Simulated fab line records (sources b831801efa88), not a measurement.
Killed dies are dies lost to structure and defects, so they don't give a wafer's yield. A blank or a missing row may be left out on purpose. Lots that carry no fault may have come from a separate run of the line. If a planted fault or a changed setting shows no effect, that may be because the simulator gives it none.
Which tool did it? / flow gf180mcu / Sampling: 13 lots, 39 wafers, 5 of 602 route steps

WHAT EACH GAUGE READ, for each wafer
GF_HV_LDD_CD_MEAS_46: target cd 400 nm.
lot=L505; measured=day 12 13:35; on=cd_sem-01; cd_nm (nm)=404.4 402.3 406.0
lot=L509; measured=day 13 19:47; on=cd_sem-02; cd_nm (nm)=401.9 401.0 402.0
lot=L510; measured=day 14 02:42; on=cd_sem-02; cd_nm (nm)=399.1 399.0 397.9
lot=L512; measured=day 15 03:11; on=cd_sem-02; cd_nm (nm)=402.2 400.0 403.1
lot=L513; measured=day 15 06:35; on=cd_sem-02; cd_nm (nm)=397.1 397.4 399.2
lot=L516; measured=day 16 03:28; on=cd_sem-02; cd_nm (nm)=397.6 398.9 397.9
lot=L517; measured=day 16 08:14; on=cd_sem-01; cd_nm (nm)=398.5 398.7 399.8
lot=L519; measured=day 17 02:17; on=cd_sem-02; cd_nm (nm)=403.2 404.9 404.5
lot=L520; measured=day 17 07:41; on=cd_sem-01; cd_nm (nm)=400.2 399.5 400.8
lot=L521; measured=day 17 18:37; on=cd_sem-02; cd_nm (nm)=401.2 401.9 398.7
lot=L522; measured=day 18 02:59; on=cd_sem-01; cd_nm (nm)=402.3 400.3 400.3
lot=L523; measured=day 18 11:50; on=cd_sem-01; cd_nm (nm)=402.8 402.7 403.2
lot=L524; measured=day 18 17:52; on=cd_sem-01; cd_nm (nm)=400.1 400.1 400.1

GF_HV_LDD_THK_MEAS_57.
lot=L505; measured=day 12 17:18; on=film_metro-04; HV_LDD_CVD_56_THK (nm)=87.2 88.7 87.6
lot=L509; measured=day 13 23:04; on=film_metro-04; HV_LDD_CVD_56_THK (nm)=89.1 89.0 88.8
lot=L510; measured=day 14 05:54; on=film_metro-04; HV_LDD_CVD_56_THK (nm)=88.1 87.8 87.2
lot=L512; measured=day 15 07:07; on=film_metro-03; HV_LDD_CVD_56_THK (nm)=90.1 90.1 89.8
lot=L513; measured=day 15 11:01; on=film_metro-03; HV_LDD_CVD_56_THK (nm)=89.5 89.8 89.7
lot=L516; measured=day 16 06:40; on=film_metro-02; HV_LDD_CVD_56_THK (nm)=89.4 89.2 89.6
lot=L517; measured=day 16 11:27; on=film_metro-04; HV_LDD_CVD_56_THK (nm)=89.9 89.3 90.3
lot=L519; measured=day 17 05:30; on=film_metro-04; HV_LDD_CVD_56_THK (nm)=91.2 90.8 90.5
lot=L520; measured=day 17 11:02; on=film_metro-03; HV_LDD_CVD_56_THK (nm)=90.0 89.1 89.8
lot=L521; measured=day 17 22:05; on=film_metro-02; HV_LDD_CVD_56_THK (nm)=89.3 89.2 89.7
lot=L522; measured=day 18 07:01; on=film_metro-03; HV_LDD_CVD_56_THK (nm)=90.5 90.4 90.2
lot=L523; measured=day 18 15:07; on=film_metro-03; HV_LDD_CVD_56_THK (nm)=90.3 90.4 90.3
lot=L524; measured=day 18 21:08; on=film_metro-03; HV_LDD_CVD_56_THK (nm)=90.0 90.1 90.0

GF_PSD_RS_MEAS_14: the measuring method here is four-point-probe.
lot=L505; measured=day 14 10:24; on=film_metro-01; NSD_RS (ohm/sq)=46.27 46.16 46.14
lot=L509; measured=day 15 18:32; on=film_metro-03; NSD_RS (ohm/sq)=46.26 46.25 46.23
lot=L510; measured=day 16 02:01; on=film_metro-02; NSD_RS (ohm/sq)=46.13 46.07 46.30
lot=L512; measured=day 17 04:20; on=film_metro-03; NSD_RS (ohm/sq)=46.11 46.14 46.02
lot=L513; measured=day 17 08:46; on=film_metro-01; NSD_RS (ohm/sq)=46.12 46.11 46.22
lot=L516; measured=day 18 05:16; on=film_metro-01; NSD_RS (ohm/sq)=46.25 46.36 46.17
lot=L517; measured=day 18 10:47; on=film_metro-02; NSD_RS (ohm/sq)=46.11 46.21 46.14
lot=L519; measured=day 19 06:01; on=film_metro-02; NSD_RS (ohm/sq)=46.24 46.31 46.22
lot=L520; measured=day 19 11:50; on=film_metro-01; NSD_RS (ohm/sq)=45.99 46.02 46.05
lot=L521; measured=day 19 22:31; on=film_metro-03; NSD_RS (ohm/sq)=46.19 46.13 46.23
lot=L522; measured=day 20 08:28; on=film_metro-03; NSD_RS (ohm/sq)=46.15 46.10 46.23
lot=L523; measured=day 20 16:46; on=film_metro-01; NSD_RS (ohm/sq)=45.94 46.10 46.22
lot=L524; measured=day 20 22:38; on=film_metro-02; NSD_RS (ohm/sq)=46.08 46.08 46.08

TOOL THAT RAN EACH LOT (tool first, then ch and the chambers of the sampled wafers, then the start)
lot=L505; GF_HV_LDD_COAT_14=litho_track-02 ch 0, day 10 13:37; GF_HV_LDD_STRIP_22=plasma_asher-03 ch 0,1, day 10 23:02
lot=L509; GF_HV_LDD_COAT_14=litho_track-03 ch 0, day 11 18:01; GF_HV_LDD_STRIP_22=plasma_asher-04 ch 0,1, day 12 03:42
lot=L510; GF_HV_LDD_COAT_14=litho_track-03 ch 0, day 12 00:16; GF_HV_LDD_STRIP_22=plasma_asher-04 ch 0,1, day 12 10:38
lot=L512; GF_HV_LDD_COAT_14=litho_track-01 ch 0, day 12 21:47; GF_HV_LDD_STRIP_22=plasma_asher-02 ch 0,1, day 13 08:49
lot=L513; GF_HV_LDD_COAT_14=litho_track-03 ch 0, day 13 02:01; GF_HV_LDD_STRIP_22=plasma_asher-02 ch 0,1, day 13 12:24
lot=L516; GF_HV_LDD_COAT_14=litho_track-01 ch 0, day 13 19:43; GF_HV_LDD_STRIP_22=plasma_asher-02 ch 0,1, day 14 07:17
lot=L517; GF_HV_LDD_COAT_14=litho_track-03 ch 0, day 14 01:43; GF_HV_LDD_STRIP_22=plasma_asher-04 ch 0,1, day 14 12:30
lot=L519; GF_HV_LDD_COAT_14=litho_track-03 ch 0, day 14 17:43; GF_HV_LDD_STRIP_22=plasma_asher-02 ch 0,1, day 15 05:22
lot=L520; GF_HV_LDD_COAT_14=litho_track-03 ch 0, day 14 23:07; GF_HV_LDD_STRIP_22=plasma_asher-04 ch 0,1, day 15 10:15
lot=L521; GF_HV_LDD_COAT_14=litho_track-02 ch 0, day 15 10:22; GF_HV_LDD_STRIP_22=plasma_asher-03 ch 0,1, day 15 21:31
lot=L522; GF_HV_LDD_COAT_14=litho_track-03 ch 0, day 15 16:47; GF_HV_LDD_STRIP_22=plasma_asher-03 ch 0, day 16 04:32
lot=L523; GF_HV_LDD_COAT_14=litho_track-03 ch 0, day 16 00:40; GF_HV_LDD_STRIP_22=plasma_asher-03 ch 0,1, day 16 12:19
lot=L524; GF_HV_LDD_COAT_14=litho_track-03 ch 0, day 16 06:46; GF_HV_LDD_STRIP_22=plasma_asher-02 ch 0, day 16 18:23
- GF_HV_LDD_COAT_14: resist thk 1000 nm.
- GF_HV_LDD_STRIP_22: strips in O2/N2.

AS READ BY THE TOOLS THEMSELVES (means over the sampled wafers that have a number; for cases with no such wafer, the mark the record gives instead)
GF_HV_LDD_COAT_14.
lot=L505; tool=litho_track-02; spin_speed_rpm (rpm)=2999.9
lot=L509; tool=litho_track-03; spin_speed_rpm (rpm)=2999.9
lot=L510; tool=litho_track-03; spin_speed_rpm (rpm)=2999.0
lot=L512; tool=litho_track-01; spin_speed_rpm (rpm)=2999.6
lot=L513; tool=litho_track-03; spin_speed_rpm (rpm)=2998.4
lot=L516; tool=litho_track-01; spin_speed_rpm (rpm)=3002.5
lot=L517; tool=litho_track-03; spin_speed_rpm (rpm)=2999.3
lot=L519; tool=litho_track-03; spin_speed_rpm (rpm)=2997.5
lot=L520; tool=litho_track-03; spin_speed_rpm (rpm)=2849.0
lot=L521; tool=litho_track-02; spin_speed_rpm (rpm)=3000.7
lot=L522; tool=litho_track-03; spin_speed_rpm (rpm)=2847.8
lot=L523; tool=litho_track-03; spin_speed_rpm (rpm)=2848.4
lot=L524; tool=litho_track-03; spin_speed_rpm (rpm)=2849.6

GF_HV_LDD_STRIP_22.
lot=L505; tool=plasma_asher-03; chamber_pressure_mTorr (mTorr)=1501.3; drypump_motor_current_A (A)=5.7; heater_power_w (W)=339; o2_flow_sccm (sccm)=3005; oes_product_au (a.u.)=0.717; strip_time_to_endpoint_s (s)=12.64
lot=L509; tool=plasma_asher-04; chamber_pressure_mTorr (mTorr)=1499.5; drypump_motor_current_A (A)=5.8; heater_power_w (W)=296; o2_flow_sccm (sccm)=3006; oes_product_au (a.u.)=0.721; strip_time_to_endpoint_s (s)=12.62
lot=L510; tool=plasma_asher-04; chamber_pressure_mTorr (mTorr)=1501.2; drypump_motor_current_A (A)=6.1; heater_power_w (W)=316; o2_flow_sccm (sccm)=2999; oes_product_au (a.u.)=0.718; strip_time_to_endpoint_s (s)=12.62
lot=L512; tool=plasma_asher-02; chamber_pressure_mTorr (mTorr)=1500.6; drypump_motor_current_A (A)=5.2; heater_power_w (W)=323; o2_flow_sccm (sccm)=3005; oes_product_au (a.u.)=0.716; strip_time_to_endpoint_s (s)=12.66
lot=L513; tool=plasma_asher-02; chamber_pressure_mTorr (mTorr)=1499.4; drypump_motor_current_A (A)=5.2; heater_power_w (W)=320; o2_flow_sccm (sccm)=3001; oes_product_au (a.u.)=0.718; strip_time_to_endpoint_s (s)=12.60
lot=L516; tool=plasma_asher-02; chamber_pressure_mTorr (mTorr)=1499.5; drypump_motor_current_A (A)=5.2; heater_power_w (W)=315; o2_flow_sccm (sccm)=3011; oes_product_au (a.u.)=0.714; strip_time_to_endpoint_s (s)=12.64
lot=L517; tool=plasma_asher-04; chamber_pressure_mTorr (mTorr)=1500.9; drypump_motor_current_A (A)=6.1; heater_power_w (W)=317; o2_flow_sccm (sccm)=3004; oes_product_au (a.u.)=0.715; strip_time_to_endpoint_s (s)=12.60
lot=L519; tool=plasma_asher-02; chamber_pressure_mTorr (mTorr)=1499.6; drypump_motor_current_A (A)=5.2; heater_power_w (W)=314; o2_flow_sccm (sccm)=2992; oes_product_au (a.u.)=0.717; strip_time_to_endpoint_s (s)=12.59
lot=L520; tool=plasma_asher-04; chamber_pressure_mTorr (mTorr)=1499.5; drypump_motor_current_A (A)=5.8; heater_power_w (W)=300; o2_flow_sccm (sccm)=3006; oes_product_au (a.u.)=0.715; strip_time_to_endpoint_s (s)=12.88
lot=L521; tool=plasma_asher-03; chamber_pressure_mTorr (mTorr)=1499.7; drypump_motor_current_A (A)=5.5; heater_power_w (W)=377; o2_flow_sccm (sccm)=2989; oes_product_au (a.u.)=0.716; strip_time_to_endpoint_s (s)=12.68
lot=L522; tool=plasma_asher-03; chamber_pressure_mTorr (mTorr)=1499.2; drypump_motor_current_A (A)=5.2; heater_power_w (W)=396; o2_flow_sccm (sccm)=3004; oes_product_au (a.u.)=0.711; strip_time_to_endpoint_s (s)=12.81
lot=L523; tool=plasma_asher-03; chamber_pressure_mTorr (mTorr)=1499.5; drypump_motor_current_A (A)=5.4; heater_power_w (W)=372; o2_flow_sccm (sccm)=3002; oes_product_au (a.u.)=0.715; strip_time_to_endpoint_s (s)=12.81
lot=L524; tool=plasma_asher-02; chamber_pressure_mTorr (mTorr)=1499.7; drypump_motor_current_A (A)=4.9; heater_power_w (W)=323; o2_flow_sccm (sccm)=2988; oes_product_au (a.u.)=0.716; strip_time_to_endpoint_s (s)=12.84

THE ANSWER, worked out from the rows above alone
Rule: the usual values come from the lots themselves. Put in order of their means at a reading, lots are off if they are a third of the lots or fewer, leave a main group of 4 or more, and stand apart from it by a gap of 3 or more times the standard deviation of the main group's means; of several such gaps the widest counts. If all means in a main group match to the digits the tables above print for the reading, that group is not used. A lot without any number at a reading at which 4 lots or more have one is off too. Any other lot the step has rows for is counted as sound. Order of review: gauges by route order, followed by the tools' own readings, for which a lot's mean as printed above is used. At the first step where some lot is off, the reading lying furthest off is the one used; lots without a number count as furthest.
Off at GF_HV_LDD_COAT_14 (spin_speed_rpm): L520, L522, L523, L524. Main group: mean 2999.6 rpm, sd 1.3.
A tool fits if, at that step or a process step before it, it ran every lot that is off, and no sound lot after the first of them. One fits: litho_track-03 at GF_HV_LDD_COAT_14. A fault onset in the window from L519 (day 14 17:43, its last sound lot) to L520 (day 14 23:07, its first lot off) fits.
On the lots that are off, the tool's own readings at GF_HV_LDD_COAT_14 differ by more than 5 times the standard deviation of the sound lots' means, which bears it out; spin_speed_rpm reads 2848.7 rpm there versus 2999.6 rpm on the sound lots.

WHAT THE SIMULATOR HAD PUT IN
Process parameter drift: litho_track-03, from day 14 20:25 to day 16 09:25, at GF_HV_LDD_COAT_14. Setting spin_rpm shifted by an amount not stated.
Shown lots that were struck: L520, L522, L523, L524. The rule above found the same.
